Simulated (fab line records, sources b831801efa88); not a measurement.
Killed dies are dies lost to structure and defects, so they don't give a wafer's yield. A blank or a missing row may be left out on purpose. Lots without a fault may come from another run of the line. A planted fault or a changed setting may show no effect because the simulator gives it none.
Split-lot experiment | flow gf180mcu | 5 lots, 17 wafers read, on a route of 602 steps

THE SPLIT
At GF_M4_COAT_09 (resist thk 1000 nm), the setting resist_thk_nm was moved away from the recipe's 1000 nm on 6 of the 17 wafers read, by -4.4% to +3.6%. The other wafers ran this setting at the recipe's value.

The reading is taken at the split's own step.

THE READING
KrF_of_M4_COAT_09.thk_nm (the simulator's own value, which no gauge read), in nm, at GF_M4_COAT_09 (resist thk 1000 nm). The file gives no usual value for it. The 11 wafers here that ran the recipe average 1002.4 nm, standard deviation 1.5 nm.

wafer  | tool, chamber at the split | resist_thk_nm as run, nm | against the recipe | KrF_of_M4_COAT_09.thk_nm, nm | against lot-mates on the recipe
L075.1 | litho_track-02, 0          | 1000                     | recipe             | 1002                         | -
L075.4 | litho_track-02, 0          | 1000                     | recipe             | 1004                         | -
L075.6 | litho_track-02, 0          | 1000                     | recipe             | 1003                         | -
L077.2 | litho_track-03, 0          | 1000                     | recipe             | 1004                         | -
L077.3 | litho_track-03, 0          | 1033                     | +3.3%              | 1040                         | +36.0
L078.1 | litho_track-02, 0          | 1000                     | recipe             | 1001                         | -
L078.2 | litho_track-02, 0          | 1000                     | recipe             | 1004                         | -
L078.3 | litho_track-02, 0          | 1000                     | recipe             | 1002                         | -
L078.4 | litho_track-02, 0          | 983.9                    | -1.6%              | 986.5                        | -15.8
L078.6 | litho_track-02, 0          | 983.9                    | -1.6%              | 986.2                        | -16.1
L079.1 | litho_track-03, 0          | 1000                     | recipe             | 1004                         | -
L079.2 | litho_track-03, 0          | 1000                     | recipe             | 1002                         | -
L079.3 | litho_track-03, 0          | 1000                     | recipe             | 1002                         | -
L079.4 | litho_track-03, 0          | 956.1                    | -4.4%              | 954.4                        | -48.3
L079.5 | litho_track-03, 0          | 956.1                    | -4.4%              | 957.2                        | -45.5
L083.5 | litho_track-03, 0          | 1000                     | recipe             | 998.9                        | -
L083.6 | litho_track-03, 0          | 1036                     | +3.6%              | 1040                         | +41.1

THE FIT
A straight line over all 17 wafers: KrF_of_M4_COAT_09.thk_nm changes by +10.7 nm for each +1% of resist_thk_nm; r = +1.00; the points scatter about the line by 1.6 nm.
The same after taking each lot's own level away (the mean of its wafers on the recipe; 17 wafers): +10.8 nm for each +1%; r = +1.00; scatter 1.2 nm.
On that fit, the largest move of resist_thk_nm shifts the reading by 48 nm.
The lots' own levels span 998.90 to 1004.00 nm, that is 3.4 times the standard deviation above.
So the lot-to-lot level changes the slope little: the two slopes agree.
Check: with one of the wafers moved furthest among these (-4.4%) left out of the fit, the line predicts -46.6 nm for it against its lot-mates. It came out at -48.3 nm against them.

THE WHOLE CHAIN: every reading that the file lists as answering this split, in the file's order
step           | what it does       | reading                                                                   | change (the file's fit)              | r (the file's)
GF_M4_COAT_09  | resist thk 1000 nm | KrF_of_M4_COAT_09.thk_nm (the simulator's own value, which no gauge read) | +10.7 nm for each +1% of the setting | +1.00
GF_M4_STRIP_17 | strips in O2/N2    | strip_time_to_endpoint_s                                                  | withheld for each +1% of the setting | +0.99

THE FILE'S OWN FIT
KrF_of_M4_COAT_09.thk_nm changes by +10.7 nm for each +1% of resist_thk_nm, r = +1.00.
